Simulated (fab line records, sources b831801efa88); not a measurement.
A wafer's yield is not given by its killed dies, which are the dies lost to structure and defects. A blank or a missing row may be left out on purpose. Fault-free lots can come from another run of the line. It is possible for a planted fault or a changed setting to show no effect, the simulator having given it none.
fab line records	flow gf180mcu
record: lots: 24	wafers: 72	last_day: 34
route steps=602 shown M3@409 M4@473 V4@502 V5@555 TOP_METAL@583 PASSIVATION@587
lots that met no fault: from a run of the same line without faults
start_h: hours from the record's opening day to when the first of the lot's shown wafers began	wait_h: how many hours have passed since the lot's step before this one	" repeats the value in the row above	L1.1+2: a row that stands for several wafers	- either no value or no given start	* or withheld: withheld	< > ~ a bound
route shown NAME@n: NAME is a module with steps in the file, n the number in the route of the first one	usual: the fault-free wafers' mean and standard deviation	same: alike in all rows	chamber/n: place in a boat	sites: the reading at each site	_std_site: the standard deviation of these	_edge_site: mean of outer sites minus mean of inner sites	radius_mm: for every site, how far away it sits from the centre of the wafer	mask NAME#n: copy n	behind: the last tool/chamber to shape the wafer	hold: why the lot went on hold/how many hours it stayed there/how the hold came to an end	device: whichever transistor did not switch (one of n, p or np)	end of line: tests of these same wafers at the route's end	step lacking rows: just its recipe	killed: the dies lost at the first sort to structure and to defects; this is not the yield of the wafer	map: the dies of a wafer, with x for killed, . for not killed, _ for no die there
set.NAME: the setting the step ran with; set.NAME@STEP: the setting that earlier step ran with	model.NAME: the simulator's own value behind a step, which no gauge read
the route's steps for a sample of lots (tables are steps, rows are wafers)
services: the hour from which a tool's chamber was out of use, counted from the record's first day as start_h (under 0 if before that day), plus the number of hours and why
== steps ==
step: GF_M3_SPUTTER_00
recipe: material: Ti	target_thk_nm: 37.5	arriving_ion_energy_ev: 80	substrate_temp_c: 200	chamber_pressure_pa: 2	power_w: 4000	time_s: 150
usual: throttle_valve_pct: 29.5/1.3
lot.wafer	tool	chamber	start_h	wait_h	throttle_valve_pct
L074.1	pvd_sputter-01	-	453.73	0.1	30.8
L074.4	"	-	"	"	26.8
L074.6	"	-	"	"	32.7
L075.2	pvd_sputter-01	-	459.02	0.2	32.3
L075.4	"	-	"	"	30.3
L075.6	"	-	"	"	32.5
L076.1	pvd_sputter-03	-	469.13	0.2	30.9
L076.5	"	-	"	"	28.6
L076.6	"	-	"	"	30.5
L077.2	pvd_sputter-03	-	484.72	0.2	28.6
L077.5	"	-	"	"	29.1
L077.6	"	-	"	"	28.9
L078.3	pvd_sputter-01	-	488.52	0.2	32.5
L078.4	"	-	"	"	26.8
L078.6	"	-	"	"	32.3
L079.1	pvd_sputter-01	-	496.24	0.1	30.5
L079.3	"	-	"	"	26.9
L079.5	"	-	"	"	30.1
L080.2	pvd_sputter-04	-	512.27	0.2	28.7
L080.3	"	-	"	"	29.1
L080.5	"	-	"	"	28.9
L081.2	pvd_sputter-03	-	517.82	0.2	30.7
L081.5	"	-	"	"	28.5
L081.6	"	-	"	"	29.1
L082.1	pvd_sputter-04	-	536.28	0.1	28.9
L082.4	"	-	"	"	28.9
L082.6	"	-	"	"	30.5
L083.2	pvd_sputter-03	-	550.12	0.1	29.4
L083.3	"	-	"	"	30.5
L083.4	"	-	"	"	28.9
L084.3	pvd_sputter-03	-	555.04	0.1	30.5
L084.5	"	-	"	"	30.7
L084.6	"	-	"	"	29.0
L085.4	pvd_sputter-04	-	572.62	0.2	30.7
L085.5	"	-	"	"	29.1
L085.6	"	-	"	"	30.5
L086.2	pvd_sputter-03	-	578.97	0.1	28.6
L086.4	"	-	"	"	28.8
L086.5	"	-	"	"	30.4
L087.2	pvd_sputter-03	-	588.67	0.1	28.8
L087.3	"	-	"	"	30.7
L087.6	"	-	"	"	28.7
L088.2	pvd_sputter-01	-	592.62	0.2	32.4
L088.3	"	-	"	"	30.6
L088.6	"	-	"	"	32.2
L090.1	pvd_sputter-04	-	606.52	0.1	29.0
L090.2	"	-	"	"	30.7
L090.4	"	-	"	"	29.1
L089.2	pvd_sputter-03	-	610.27	0.2	29.1
L089.4	"	-	"	"	28.8
L089.6	"	-	"	"	30.8
L092.2	pvd_sputter-01	-	622.67	0.2	27.2
L092.3	"	-	"	"	30.8
L092.4	"	-	"	"	30.4
L091.2	pvd_sputter-03	-	625.53	0.1	30.6
L091.3	"	-	"	"	28.6
L091.5	"	-	"	"	29.0
L093.2	pvd_sputter-04	-	631.19	0.2	30.7
L093.3	"	-	"	"	28.6
L093.5	"	-	"	"	30.6
L094.2	pvd_sputter-03	-	635.69	0.1	29.0
L094.3	"	-	"	"	30.4
L094.6	"	-	"	"	29.1
L096.2	pvd_sputter-03	-	641.60	0.2	29.1
L096.3	"	-	"	"	28.3
L096.6	"	-	"	"	28.5
L095.4	pvd_sputter-03	-	644.30	0.1	29.1
L095.5	"	-	"	"	28.8
L095.6	"	-	"	"	28.7
L097.1	pvd_sputter-03	-	656.57	0.2	28.9
L097.2	"	-	"	"	28.5
L097.3	"	-	"	"	28.6
step: GF_M4_STRIP_17
recipe: chemistry: O2/N2	power_w: 1400	pressure_mtorr: 1500	platen_temp_c: 250	o2_flow_sccm: 3000	n2_flow_sccm: 300	overash_fraction: 0.5
usual: drypump_motor_current_A: 5.6/0.32	heater_power_w: 343/27	n2_flow_sccm: 300.1/0.83	oes_product_au: 0.537/0.0052	platen_temp_c: 250.01/0.17	strip_time_to_endpoint_s: 7.37/0.061
lot.wafer	tool	chamber	start_h	wait_h	drypump_motor_current_A	heater_power_w	n2_flow_sccm	oes_product_au	platen_temp_c	rf_hours_counter_h	strip_time_to_endpoint_s
L074.1	plasma_asher-03	0	528.35	0.1	5.9	324	300.7	0.539	249.95	11	7.37
L074.4	"	1	"	"	6.0	345	300.6	0.545	250.01	-	7.43
L074.6	"	0	"	"	5.9	326	299.5	0.543	249.94	-	7.42
L075.2	plasma_asher-01	0	532.75	0.1	5.7	375	299.8	0.538	250.32	89	7.34
L075.4	"	0	"	"	5.7	386	298.7	0.533	250.11	-	7.39
L075.6	"	0	"	"	5.7	384	299.9	0.530	250.00	-	7.34
L076.1	plasma_asher-04	0	542.35	0.1	5.7	307	299.7	0.537	250.21	47	7.37
L076.5	"	1	"	"	5.2	374	299.8	0.550	250.06	-	7.46
L076.6	"	0	"	"	5.7	311	299.7	0.537	249.93	-	7.40
L077.2	plasma_asher-03	0	557.74	0.1	5.9	329	299.9	0.533	250.00	14	7.32
L077.5	"	0	"	"	5.9	332	300.8	0.540	250.02	-	7.45
L077.6	"	1	"	"	6.0	349	299.5	0.531	250.05	-	7.32
L078.3	plasma_asher-03	1	560.33	0.1	6.0	349	300.4	0.528	250.21	-	7.32
L078.4	"	0	"	"	5.9	322	299.3	0.547	249.86	-	7.40
L078.6	"	1	"	"	6.0	349	301.3	0.533	249.96	-	7.32
L079.1	plasma_asher-03	0	568.25	0.1	5.9	327	299.5	0.550	250.01	15	7.43
L079.3	"	1	"	"	6.0	347	299.4	0.538	249.93	-	7.44
L079.5	"	1	"	"	6.0	357	301.2	0.535	250.00	-	7.44
L080.2	plasma_asher-04	0	583.57	0.2	5.8	307	299.8	0.544	250.14	53	7.41
L080.3	"	0	"	"	5.7	303	300.2	0.541	249.99	-	7.44
L080.5	"	1	"	"	5.2	378	299.6	0.537	249.74	-	7.40
L081.2	plasma_asher-01	0	588.27	0.2	5.7	373	300.5	0.545	249.60	92	7.34
L081.5	"	0	"	"	5.7	382	300.8	0.531	249.79	-	7.37
L081.6	"	1	"	"	5.3	338	300.0	0.541	249.76	-	7.35
L082.1	plasma_asher-04	0	606.82	0.2	5.7	307	299.8	0.541	249.86	55	7.46
L082.4	"	0	"	"	5.7	309	298.5	0.538	250.05	-	7.48
L082.6	"	0	"	"	5.7	312	299.4	0.538	249.91	-	7.50
L083.2	plasma_asher-03	1	618.14	0.1	6.0	351	301.0	0.540	249.65	21	7.46
L083.3	"	0	"	"	5.9	324	300.3	0.533	249.83	-	7.34
L083.4	"	1	"	"	6.0	362	300.0	0.538	249.87	-	7.45
L084.3	plasma_asher-04	1	623.98	0.1	5.2	376	299.5	0.546	249.97	-	7.34
L084.5	"	1	"	"	5.2	378	300.1	0.532	250.07	-	7.38
L084.6	"	0	"	"	5.7	304	300.7	0.540	249.89	-	7.33
L085.4	plasma_asher-01	0	639.68	0.1	5.7	385	300.5	0.532	249.93	-	7.44
L085.5	"	1	"	"	5.2	333	298.9	0.529	249.91	-	7.29
L085.6	"	0	"	"	5.7	380	300.6	0.543	249.98	-	7.36
L086.2	plasma_asher-03	0	645.79	0.1	5.9	324	300.1	0.527	250.25	24	7.27
L086.4	"	0	"	"	5.9	335	299.7	0.543	250.40	-	7.37
L086.5	"	0	"	"	5.9	329	300.2	0.536	250.50	-	7.29
L087.2	plasma_asher-04	1	653.89	0.1	5.2	377	300.0	0.530	250.09	61	7.29
L087.3	"	1	"	"	5.2	372	301.2	0.530	249.84	-	7.36
L087.6	"	1	"	"	5.2	373	299.2	0.540	250.24	-	7.29
L088.2	plasma_asher-04	1	657.24	0.1	5.2	363	301.0	0.539	250.10	61	7.43
L088.3	"	1	"	"	5.2	372	301.2	0.536	250.16	-	7.34
L088.6	"	0	"	"	5.7	312	301.1	0.537	249.71	-	7.31
L090.1	plasma_asher-04	1	670.09	0.1	5.2	373	299.0	0.535	250.04	62	7.39
L090.2	"	0	"	"	5.7	312	301.7	0.542	249.93	62	7.36
L090.4	"	0	"	"	5.8	315	299.5	0.534	250.15	-	7.39
L089.2	plasma_asher-01	1	674.02	0.2	5.2	324	298.4	0.537	249.90	101	7.28
L089.4	"	1	"	"	5.3	317	299.5	0.536	249.96	-	7.30
L089.6	"	1	"	"	5.3	331	300.1	0.538	250.05	-	7.34
L092.2	plasma_asher-04	1	682.82	0.2	5.2	366	300.6	0.541	249.75	64	7.30
L092.3	"	1	"	"	5.2	363	299.5	0.532	249.83	-	7.25
L092.4	"	0	"	"	5.7	312	299.1	0.533	250.29	-	7.28
L091.2	plasma_asher-04	1	686.24	0.1	5.2	375	299.0	0.533	250.14	64	7.30
L091.3	"	0	"	"	5.8	315	301.7	0.536	249.81	-	7.37
L091.5	"	0	"	"	5.7	313	300.4	0.538	250.01	-	7.41
L093.2	plasma_asher-03	0	692.64	0.1	5.9	337	299.9	0.536	250.04	27	7.31
L093.3	"	1	"	"	6.0	346	299.3	0.528	249.84	-	7.28
L093.5	"	1	"	"	6.0	349	300.4	0.543	250.13	-	7.38
L094.2	plasma_asher-03	0	696.80	0.1	5.9	332	301.7	0.535	249.92	27	7.41
L094.3	"	1	"	"	6.0	355	299.7	0.537	249.81	-	7.29
L094.6	"	0	"	"	5.9	330	300.8	0.538	249.93	-	7.39
L096.2	plasma_asher-04	1	701.95	0.1	5.2	374	300.7	0.537	250.43	66	7.32
L096.3	"	0	"	"	5.7	314	301.1	0.533	250.08	-	7.42
L096.6	"	0	"	"	5.7	309	300.3	0.538	250.21	-	7.42
L095.4	plasma_asher-01	0	704.58	0.1	5.7	381	299.7	0.540	250.15	-	7.26
L095.5	"	0	"	"	5.7	381	301.0	0.532	250.21	-	7.33
L095.6	"	1	"	"	5.3	326	301.6	0.536	250.36	-	7.26
L097.1	plasma_asher-04	0	715.39	0.1	5.7	312	298.6	0.550	249.95	68	7.40
L097.2	"	1	"	"	5.2	369	300.6	0.534	250.11	68	7.42
L097.3	"	0	"	"	5.7	299	300.1	0.531	250.10	-	7.41
step: GF_V4_CMP_26
recipe: stop_on: SiO2	down_force_psi: 3.5	platen_rpm: 60	t_overpolish_s: 15	target_thk_nm: 0	pad_velocity_m_s: 0.94248
usual: motor_current_A: 10.6/0.93	overpolish_run_s: 15.000/0.0093	time_to_endpoint_s: 85/4.6
lot.wafer	tool	chamber	start_h	wait_h	motor_current_A	overpolish_run_s	time_to_endpoint_s
L074.1	cmp-02	0	553.83	0.1	10.5	14.994	82
L074.4	"	3	"	"	10.1	14.996	83
L074.6	"	1	"	"	11.0	15.014	85
L075.4	cmp-02	3	558.07	0.1	10.1	15.005	82
L075.2	"	0	"	"	11.1	14.985	85
L075.6	"	1	"	"	11.6	14.992	87
L076.1	cmp-01	1	566.22	0.1	11.2	15.004	85
L076.6	"	0	"	"	10.3	15.002	83
L076.5	"	1	"	"	11.9	14.999	84
L077.2	cmp-01	3	582.27	0.1	9.5	14.990	82
L077.6	"	2	"	"	11.7	14.989	82
L077.5	"	3	"	"	9.6	15.003	81
L078.3	cmp-01	0	584.72	0.0	10.2	14.987	79
L078.4	"	2	"	"	11.4	15.011	85
L078.6	"	0	"	"	10.0	14.991	76
L079.1	cmp-02	0	592.44	0.1	10.8	14.997	85
L079.3	"	2	"	"	9.1	14.984	90
L079.5	"	0	"	"	10.4	15.012	83
L080.2	cmp-02	1	607.42	0.0	12.1	15.004	88
L080.3	"	3	"	"	10.1	14.984	82
L080.5	"	1	"	"	12.1	14.985	90
L081.2	cmp-01	3	611.80	0.1	9.7	15.001	82
L081.5	"	1	"	"	11.2	15.009	83
L081.6	"	2	"	"	12.0	14.999	89
L082.1	cmp-02	2	630.10	0.1	9.2	15.003	88
L082.4	"	0	"	"	10.7	15.017	85
L082.6	"	1	"	"	12.2	15.006	87
L083.3	cmp-02	2	640.80	0.0	9.5	15.012	87
L083.4	"	3	"	"	10.0	14.999	82
L083.2	"	0	"	"	10.4	14.993	87
L084.3	cmp-02	3	645.75	0.1	10.0	15.006	79
L084.5	"	2	"	"	9.5	14.986	86
L084.6	"	3	"	"	10.4	14.983	80
L085.4	cmp-02	0	661.55	0.2	10.9	14.999	82
L085.6	"	1	"	"	11.6	15.012	87
L085.5	"	2	"	"	9.3	14.993	85
L086.2	cmp-02	1	666.77	0.0	11.4	15.000	89
L086.4	"	0	"	"	10.7	14.993	86
L086.5	"	1	"	"	11.6	15.015	89
L087.2	cmp-02	3	675.57	0.1	9.6	15.003	86
L087.3	"	2	"	"	9.3	15.004	91
L087.6	"	0	"	"	10.1	15.005	89
L088.3	cmp-01	2	678.93	0.1	11.9	15.015	90
L088.2	"	0	"	"	10.6	14.998	78
L088.6	"	2	"	"	11.6	14.995	86
L090.4	cmp-01	2	691.02	0.0	11.4	15.006	84
L090.2	"	3	"	"	9.2	14.984	81
L090.1	"	1	"	"	11.9	15.005	79
L089.4	cmp-02	1	694.87	0.0	11.5	14.997	93
L089.2	"	3	"	"	9.5	15.017	89
L089.6	"	1	"	"	11.6	15.006	92
L092.2	cmp-02	2	703.73	0.0	9.5	14.995	95
L092.4	"	0	"	"	10.3	15.012	89
L092.3	"	1	"	"	11.3	14.998	92
L091.2	cmp-02	1	707.12	0.0	11.9	15.002	93
L091.3	"	3	"	"	10.4	14.999	93
L091.5	"	1	"	"	11.9	15.002	91
L093.3	cmp-01	3	713.07	0.0	9.3	14.998	78
L093.2	"	1	"	"	12.1	14.977	80
L093.5	"	3	"	"	9.9	14.993	81
L094.2	cmp-01	2	717.42	0.1	11.1	15.008	89
L094.3	"	3	"	"	10.2	15.019	81
L094.6	"	1	"	"	11.5	15.012	80
L096.3	cmp-01	2	722.08	0.0	11.1	15.000	86
L096.2	"	3	"	"	9.5	15.007	80
L096.6	"	3	"	"	9.7	14.990	79
L095.4	cmp-02	2	724.92	0.1	9.3	15.019	91
L095.6	"	1	"	"	11.1	15.014	94
L095.5	"	2	"	"	9.4	15.009	93
L097.1	cmp-01	1	735.79	0.1	12.0	14.981	81
L097.3	"	2	"	"	11.9	14.989	83
L097.2	"	3	"	"	9.6	14.999	79
step: GF_V5_OVL_MEAS_15
usual: V5_OVL: -3/5.3
lot.wafer	tool	chamber	start_h	wait_h	V5_OVL[nm]
L074.1	overlay-02	-	619.84	0.1	4
L074.4	"	-	"	"	1
L074.6	"	-	"	"	6
L075.2	overlay-02	-	625.08	0.1	-6
L075.4	"	-	"	"	-9
L075.6	"	-	"	"	-8
L076.1	overlay-02	-	632.43	0.1	-2
L076.5	"	-	"	"	-3
L076.6	"	-	"	"	-5
L077.2	overlay-02	-	647.93	0.1	-7
L077.5	"	-	"	"	-4
L077.6	"	-	"	"	-8
L078.3	overlay-02	-	649.44	0.1	-4
L078.4	"	-	"	"	-3
L078.6	"	-	"	"	1
L079.1	overlay-01	-	655.63	0.1	-8
L079.3	"	-	"	"	-6
L079.5	"	-	"	"	-8
L080.2	overlay-02	-	670.74	0.1	5
L080.3	"	-	"	"	4
L080.5	"	-	"	"	-1
L081.2	overlay-02	-	674.15	0.1	-9
L081.5	"	-	"	"	-5
L081.6	"	-	"	"	-6
L082.1	overlay-02	-	689.53	0.1	-7
L082.4	"	-	"	"	-7
L082.6	"	-	"	"	-10
L083.2	overlay-01	-	700.43	0.1	-1
L083.3	"	-	"	"	-1
L083.4	"	-	"	"	1
L084.3	overlay-01	-	705.39	0.1	-5
L084.5	"	-	"	"	-3
L084.6	"	-	"	"	-2
L085.4	overlay-02	-	718.90	0.1	-8
L085.5	"	-	"	"	-11
L085.6	"	-	"	"	-10
L086.2	overlay-01	-	723.74	0.1	2
L086.4	"	-	"	"	-1
L086.5	"	-	"	"	4
L087.2	overlay-01	-	732.54	0.1	4
L087.3	"	-	"	"	5
L087.6	"	-	"	"	1
L088.2	overlay-02	-	733.08	0.1	-2
L088.3	"	-	"	"	-7
L088.6	"	-	"	"	-2
L090.1	overlay-01	-	746.13	0.1	9
L090.2	"	-	"	"	3
L090.4	"	-	"	"	9
L089.2	overlay-01	-	749.84	0.1	6
L089.4	"	-	"	"	2
L089.6	"	-	"	"	4
L092.2	overlay-01	-	758.23	0.1	-7
L092.3	"	-	"	"	-6
L092.4	"	-	"	"	-2
L091.2	overlay-01	-	760.63	0.1	-4
L091.3	"	-	"	"	-2
L091.5	"	-	"	"	-4
L093.2	overlay-02	-	766.44	0.1	-1
L093.3	"	-	"	"	-4
L093.5	"	-	"	"	-9
L094.2	overlay-02	-	770.59	0.1	4
L094.3	"	-	"	"	-1
L094.6	"	-	"	"	0
L096.2	overlay-02	-	774.19	0.1	-11
L096.3	"	-	"	"	-3
L096.6	"	-	"	"	-9
L095.4	overlay-01	-	777.55	0.1	5
L095.5	"	-	"	"	-3
L095.6	"	-	"	"	11
L097.1	overlay-02	-	788.08	0.1	-7
L097.2	"	-	"	"	-9
L097.3	"	-	"	"	0
step: GF_TOP_METAL_METAL_ETCH_16
recipe: chemistry: Cl2/BCl3	mask_material: NOVOLAK	target_depth_nm: 1197	stop_on: SiO2	pressure_mtorr: 8	icp_w: 800	bias_w: 140	Cl2_flow_sccm: 80	bcl3_flow_sccm: 40	time_s: 199.5
usual: drypump_motor_current_A: 5.96/0.25	oes_product_au: 0.988/0.0066	throttle_valve_pct: 28.231/0.0096
lot.wafer	tool	chamber	start_h	wait_h	drypump_motor_current_A	oes_product_au	rf_hours_counter_h	throttle_valve_pct
L074.1	rie_metal-01	1	641.09	0.0	5.95	0.989	3	28.232
L074.4	"	1	"	"	5.96	0.992	-	28.225
L074.6	"	0	"	"	6.05	0.994	-	28.225
L075.2	rie_metal-01	0	646.42	0.0	6.08	0.997	8	28.203
L075.4	"	0	"	"	6.08	0.996	-	28.224
L075.6	"	1	"	"	5.94	0.995	-	28.242
L076.1	rie_metal-04	1	653.88	0.0	6.33	0.986	7	28.245
L076.5	"	1	"	"	6.31	0.986	-	28.238
L076.6	"	0	"	"	5.69	0.982	-	28.229
L077.2	rie_metal-04	1	668.88	0.0	6.28	0.986	8	28.233
L077.5	"	0	"	"	5.74	0.987	-	28.239
L077.6	"	1	"	"	6.28	0.991	-	28.238
L078.3	rie_metal-01	0	670.63	0.1	6.09	0.995	-	28.228
L078.4	"	1	"	"	5.94	0.990	-	28.218
L078.6	"	0	"	"	6.06	0.990	-	28.213
L079.1	rie_metal-02	1	676.18	0.0	5.43	0.994	13	28.221
L079.3	"	1	"	"	5.42	0.990	-	28.220
L079.5	"	1	"	"	5.44	0.995	-	28.219
L080.2	rie_metal-02	1	690.81	0.0	5.45	0.993	14	28.221
L080.3	"	1	"	"	5.45	0.989	-	28.228
L080.5	"	1	"	"	5.47	0.993	-	28.216
L081.2	rie_metal-02	0	694.81	0.0	6.17	0.984	6	28.221
L081.5	"	1	"	"	5.42	0.997	-	28.228
L081.6	"	0	"	"	6.19	0.990	-	28.250
L082.1	rie_metal-01	1	709.66	0.0	5.96	0.987	6	28.251
L082.4	"	0	"	"	6.10	1.004	-	28.225
L082.6	"	1	"	"	5.95	0.996	-	28.229
L083.2	rie_metal-04	1	720.06	0.0	6.31	0.993	10	28.244
L083.3	"	0	"	"	5.73	0.986	-	28.239
L083.4	"	1	"	"	6.32	0.982	-	28.243
L084.3	rie_metal-01	0	725.08	0.1	6.05	0.986	-	28.222
L084.5	"	1	"	"	5.96	0.986	-	28.235
L084.6	"	0	"	"	6.09	0.989	-	28.238
L085.4	rie_metal-04	0	737.48	0.1	5.71	0.989	-	28.243
L085.5	"	0	"	"	5.74	0.976	-	28.236
L085.6	"	1	"	"	6.32	0.993	-	28.216
L086.2	rie_metal-01	1	742.61	0.0	5.96	0.981	7	28.238
L086.4	"	1	"	"	5.95	0.989	-	28.235
L086.5	"	1	"	"	5.97	0.982	-	28.241
L087.2	rie_metal-01	1	751.11	0.0	5.93	0.992	8	28.225
L087.3	"	1	"	"	5.95	0.989	-	28.228
L087.6	"	0	"	"	6.06	0.994	-	28.225
L088.2	rie_metal-04	1	751.61	0.0	6.30	0.983	11	28.228
L088.3	"	1	"	"	6.32	0.999	-	28.226
L088.6	"	1	"	"	6.33	0.986	-	28.226
L090.1	rie_metal-02	0	764.56	0.0	6.16	0.989	9	28.235
L090.2	"	0	"	"	6.18	0.984	-	28.242
L090.4	"	0	"	"	6.15	0.984	-	28.224
L089.2	rie_metal-01	0	768.61	0.0	6.09	0.982	14	28.241
L089.4	"	0	"	"	6.04	0.989	-	28.231
L089.6	"	0	"	"	6.08	0.984	-	28.228
L092.2	rie_metal-04	0	776.36	0.0	5.71	0.983	17	28.248
L092.3	"	1	"	"	6.31	0.989	-	28.243
L092.4	"	0	"	"	5.72	0.984	-	28.234
L091.2	rie_metal-01	0	778.71	0.0	6.06	0.989	14	28.232
L091.3	"	0	"	"	6.08	0.990	-	28.216
L091.5	"	0	"	"	6.07	0.994	-	28.238
L093.2	rie_metal-01	0	783.86	0.0	6.07	0.983	15	28.232
L093.3	"	1	"	"	5.94	0.985	-	28.234
L093.5	"	0	"	"	6.05	0.989	-	28.221
L094.2	rie_metal-01	0	787.76	0.0	6.07	0.980	15	28.223
L094.3	"	1	"	"	5.97	0.993	-	28.246
L094.6	"	1	"	"	5.94	0.982	-	28.235
L096.2	rie_metal-04	0	791.08	0.1	5.71	0.984	-	28.234
L096.3	"	0	"	"	5.73	0.991	-	28.241
L096.6	"	0	"	"	5.71	0.984	-	28.222
L095.4	rie_metal-04	0	794.32	0.1	5.70	0.969	-	28.238
L095.5	"	0	"	"	5.71	0.975	-	28.225
L095.6	"	1	"	"	6.32	0.978	-	28.226
L097.1	rie_metal-04	1	805.21	0.0	6.31	0.986	14	28.234
L097.2	"	0	"	"	5.70	0.982	19	28.244
L097.3	"	1	"	"	6.33	0.986	-	28.240
step: GF_PASSIVATION_CVD_00
recipe: material: SiO2	target_thk_nm: 1000	precursor: TEOS	temp_c: 400	time_s: 111.95	rf_w: 600
usual: heater_power_w: 651/80
lot.wafer	tool	chamber	start_h	wait_h	heater_power_w
L074.1	pecvd-02	0	641.84	0.0	611
L074.4	"	1	"	"	646
L074.6	"	0	"	"	654
L075.2	pecvd-02	0	647.14	0.0	664
L075.4	"	0	"	"	516
L075.6	"	2	"	"	707
L076.1	pecvd-04	2	654.64	0.0	597
L076.5	"	1	"	"	613
L076.6	"	0	"	"	619
L077.2	pecvd-02	0	669.61	0.0	633
L077.5	"	2	"	"	617
L077.6	"	0	"	"	513
L078.3	pecvd-02	2	671.29	0.0	741
L078.4	"	2	"	"	779
L078.6	"	1	"	"	679
L079.1	pecvd-03	2	677.11	0.0	801
L079.3	"	1	"	"	617
L079.5	"	1	"	"	697
L080.2	pecvd-04	2	691.54	0.0	647
L080.3	"	1	"	"	557
L080.5	"	1	"	"	595
L081.2	pecvd-04	0	695.55	0.0	508
L081.5	"	0	"	"	576
L081.6	"	1	"	"	590
L082.1	pecvd-02	1	710.39	0.0	703
L082.4	"	1	"	"	537
L082.6	"	0	"	"	636
L083.2	pecvd-02	2	720.88	0.0	677
L083.3	"	0	"	"	637
L083.4	"	1	"	"	653
L084.3	pecvd-04	1	725.74	0.0	648
L084.5	"	2	"	"	677
L084.6	"	1	"	"	486
L085.4	pecvd-03	2	738.19	0.0	809
L085.5	"	0	"	"	821
L085.6	"	1	"	"	669
L086.2	pecvd-02	0	743.34	0.0	661
L086.4	"	0	"	"	527
L086.5	"	2	"	"	594
L087.2	pecvd-03	2	751.88	0.0	784
L087.3	"	0	"	"	815
L087.6	"	2	"	"	823
L088.2	pecvd-04	0	752.38	0.0	559
L088.3	"	2	"	"	540
L088.6	"	0	"	"	607
L090.1	pecvd-02	0	765.48	0.0	628
L090.2	"	1	"	"	590
L090.4	"	0	"	"	636
L089.2	pecvd-02	1	769.34	0.0	539
L089.4	"	0	"	"	639
L089.6	"	2	"	"	714
L092.2	pecvd-04	1	777.10	0.0	542
L092.3	"	2	"	"	554
L092.4	"	1	"	"	607
L091.2	pecvd-02	2	779.52	0.0	689
L091.3	"	0	"	"	617
L091.5	"	2	"	"	734
L093.2	pecvd-03	0	784.59	0.0	745
L093.3	"	2	"	"	660
L093.5	"	0	"	"	823
L094.2	pecvd-02	0	788.49	0.0	559
L094.3	"	2	"	"	644
L094.6	"	1	"	"	642
L096.2	pecvd-02	0	792.02	0.0	612
L096.3	"	1	"	"	668
L096.6	"	2	"	"	690
L095.4	pecvd-02	2	795.02	0.0	741
L095.5	"	0	"	"	660
L095.6	"	1	"	"	662
L097.1	pecvd-03	0	805.94	0.0	842
L097.2	"	1	"	"	635
L097.3	"	2	"	"	831
== services ==
tool	chamber	start_h	hours	kind
cmp-02	-	432.24	4.4	pm
rie_metal-01	-	454.15	0.6	repair
cmp-01	-	464.25	0.2	repair
rie_metal-01	-	482.50	6.7	repair
cmp-02	-	499.16	1.8	repair
rie_metal-01	-	500.65	14.6	pm
cmp-01	-	509.99	1.8	repair
cmp-02	-	537.79	0.9	repair
cmp-01	-	557.79	1.4	repair
rie_metal-04	0	562.50	22.3	repair
cmp-01	-	572.15	4.0	pm
rie_metal-04	1	587.56	28.9	repair
cmp-02	-	656.90	0.6	repair
cmp-01	-	658.91	1.4	repair
pecvd-02	-	694.62	2.8	pm
pvd_sputter-03	-	716.71	14.6	repair
cmp-02	-	724.24	0.3	repair
pvd_sputter-03	-	733.08	2.4	repair
pecvd-02	-	737.88	0.6	repair
cmp-02	-	744.00	4.0	pm
rie_metal-01	1	789.76	6.6	repair
cmp-02	-	791.90	0.3	repair
cmp-01	-	793.41	6.1	pm
cmp-02	-	800.82	5.9	pm
== key ==
fault none
